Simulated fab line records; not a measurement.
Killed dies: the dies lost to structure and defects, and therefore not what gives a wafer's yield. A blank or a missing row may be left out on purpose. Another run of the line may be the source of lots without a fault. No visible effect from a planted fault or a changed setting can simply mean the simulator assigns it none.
What tool caused it? / flow sky130 / 14 lots, 42 wafers sampled, at 2 steps of a route of 708

WHAT THE GAUGES SHOWED, per wafer
SKY_CONTACT_RS_MEAS_25: a four-point-probe measurement. Usual: CONTACT_W_RS gives 0.336 ohm/sq (standard deviation 0.0041).
lot=L577; measured=day 31 10:54; on=film_metro-03; CONTACT_W_RS (ohm/sq)=0.332 0.335 0.329; flag=
lot=L578; measured=day 32 00:01; on=film_metro-01; CONTACT_W_RS (ohm/sq)=0.328 0.330 0.331; flag=
lot=L579; measured=day 32 05:11; on=film_metro-02; CONTACT_W_RS (ohm/sq)=0.340 0.344 0.341; flag=
lot=L580; measured=day 32 13:47; on=film_metro-01; CONTACT_W_RS (ohm/sq)=0.335 0.336 0.334; flag=
lot=L582; measured=day 33 09:38; on=film_metro-03; CONTACT_W_RS (ohm/sq)=0.345 0.344 0.341; flag=
lot=L586; measured=day 34 10:53; on=film_metro-03; CONTACT_W_RS (ohm/sq)=0.332 0.331 0.336; flag=
lot=L589; measured=day 35 15:23; on=film_metro-02; CONTACT_W_RS (ohm/sq)=0.338 0.336 0.335; flag=
lot=L591; measured=day 35 22:50; on=film_metro-02; CONTACT_W_RS (ohm/sq)=0.327 0.332 0.333; flag=
lot=L592; measured=day 36 10:35; on=film_metro-02; CONTACT_W_RS (ohm/sq)=0.340 0.346 0.341; flag=
lot=L594; measured=day 37 09:38; on=film_metro-03; CONTACT_W_RS (ohm/sq)=0.333 0.332 0.332; flag=
lot=L595; measured=day 37 18:25; on=film_metro-02; CONTACT_W_RS (ohm/sq)=0.336 0.336 0.341; flag=
lot=L596; measured=day 37 20:26; on=film_metro-02; CONTACT_W_RS (ohm/sq)=0.336 0.337 0.335; flag=
lot=L597; measured=day 38 00:10; on=film_metro-02; CONTACT_W_RS (ohm/sq)=0.337 0.335 0.338; flag=
lot=L600; measured=day 38 12:02; on=film_metro-02; CONTACT_W_RS (ohm/sq)=0.336 0.333 0.333; flag=

TOOL THAT RAN EACH LOT (tool first, then ch and the chambers of the sampled wafers, then the start)
lot=L577; SKY_LOCAL_INTERCONNECT_METAL_ETCH_14=rie_metal-03 ch 0,1, day 30 04:11
lot=L578; SKY_LOCAL_INTERCONNECT_METAL_ETCH_14=rie_metal-03 ch 0,1, day 30 17:35
lot=L579; SKY_LOCAL_INTERCONNECT_METAL_ETCH_14=rie_metal-04 ch 0,1, day 30 23:43
lot=L580; SKY_LOCAL_INTERCONNECT_METAL_ETCH_14=rie_metal-04 ch 1, day 31 07:11
lot=L582; SKY_LOCAL_INTERCONNECT_METAL_ETCH_14=rie_metal-04 ch 1, day 32 05:09
lot=L586; SKY_LOCAL_INTERCONNECT_METAL_ETCH_14=rie_metal-04 ch 0,1, day 33 07:11
lot=L589; SKY_LOCAL_INTERCONNECT_METAL_ETCH_14=rie_metal-02 ch 0,1, day 34 10:28
lot=L591; SKY_LOCAL_INTERCONNECT_METAL_ETCH_14=rie_metal-03 ch 0,1, day 34 18:34
lot=L592; SKY_LOCAL_INTERCONNECT_METAL_ETCH_14=rie_metal-03 ch 0,1, day 35 06:11
lot=L594; SKY_LOCAL_INTERCONNECT_METAL_ETCH_14=rie_metal-04 ch 0,1, day 36 05:40
lot=L595; SKY_LOCAL_INTERCONNECT_METAL_ETCH_14=rie_metal-04 ch 0, day 36 14:43
lot=L596; SKY_LOCAL_INTERCONNECT_METAL_ETCH_14=rie_metal-02 ch 0,1, day 36 15:27
lot=L597; SKY_LOCAL_INTERCONNECT_METAL_ETCH_14=rie_metal-04 ch 0, day 36 19:36
lot=L600; SKY_LOCAL_INTERCONNECT_METAL_ETCH_14=rie_metal-02 ch 0,1, day 37 07:46
- SKY_LOCAL_INTERCONNECT_METAL_ETCH_14: etches TiN in Cl2/BCl3, stops on PSG, target depth 110 nm, time 31.4 s.

AS READ BY THE TOOLS THEMSELVES (means over the sampled wafers that have a number; for cases with no such wafer, the mark the record gives instead)
SKY_LOCAL_INTERCONNECT_METAL_ETCH_14. Usual: drypump_motor_current_A 5.7 A, standard deviation 0.46; oes_product_au 0.939 a.u., standard deviation 0.0072; throttle_valve_pct 21.902 %, standard deviation 0.0095.
lot=L577; tool=rie_metal-03; drypump_motor_current_A (A)=5.1; oes_product_au (a.u.)=0.952; throttle_valve_pct (%)=21.898; flag=
lot=L578; tool=rie_metal-03; drypump_motor_current_A (A)=5.1; oes_product_au (a.u.)=0.935; throttle_valve_pct (%)=21.903; flag=
lot=L579; tool=rie_metal-04; drypump_motor_current_A (A)=6.1; oes_product_au (a.u.)=0.940; throttle_valve_pct (%)=21.907; flag=
lot=L580; tool=rie_metal-04; drypump_motor_current_A (A)=5.7; oes_product_au (a.u.)=0.936; throttle_valve_pct (%)=21.900; flag=
lot=L582; tool=rie_metal-04; drypump_motor_current_A (A)=5.7; oes_product_au (a.u.)=0.930; throttle_valve_pct (%)=21.913; flag=
lot=L586; tool=rie_metal-04; drypump_motor_current_A (A)=5.9; oes_product_au (a.u.)=0.942; throttle_valve_pct (%)=21.897; flag=
lot=L589; tool=rie_metal-02; drypump_motor_current_A (A)=5.9; oes_product_au (a.u.)=0.943; throttle_valve_pct (%)=21.890; flag=
lot=L591; tool=rie_metal-03; drypump_motor_current_A (A)=5.1; oes_product_au (a.u.)=0.940; throttle_valve_pct (%)=21.903; flag=
lot=L592; tool=rie_metal-03; drypump_motor_current_A (A)=5.1; oes_product_au (a.u.)=0.930; throttle_valve_pct (%)=21.911; flag=
lot=L594; tool=rie_metal-04; drypump_motor_current_A (A)=6.1; oes_product_au (a.u.)=0.949; throttle_valve_pct (%)=21.897; flag=
lot=L595; tool=rie_metal-04; drypump_motor_current_A (A)=6.3; oes_product_au (a.u.)=0.930; throttle_valve_pct (%)=21.912; flag=
lot=L596; tool=rie_metal-02; drypump_motor_current_A (A)=5.9; oes_product_au (a.u.)=0.943; throttle_valve_pct (%)=21.901; flag=
lot=L597; tool=rie_metal-04; drypump_motor_current_A (A)=6.3; oes_product_au (a.u.)=0.936; throttle_valve_pct (%)=21.907; flag=
lot=L600; tool=rie_metal-02; drypump_motor_current_A (A)=5.8; oes_product_au (a.u.)=0.942; throttle_valve_pct (%)=21.897; flag=

THE ANSWER, worked out from the rows above alone
Rule: a lot counts as off when the mean over its wafers that have a number is more than 3 standard deviations away from the usual mean. A lot without any number at a reading at which 4 lots or more have one is off too. The other lots that the step has rows for count as sound. After the gauges, taken in route order, come the tools' own readings; for these a lot's mean is taken, as printed above. At the first step where some lot is off, the reading lying furthest off is the one used; lots without a number count as furthest.
No lot is off on any of the readings shown, so nothing can be concluded from this.

WHAT THE SIMULATOR HAD INSERTED
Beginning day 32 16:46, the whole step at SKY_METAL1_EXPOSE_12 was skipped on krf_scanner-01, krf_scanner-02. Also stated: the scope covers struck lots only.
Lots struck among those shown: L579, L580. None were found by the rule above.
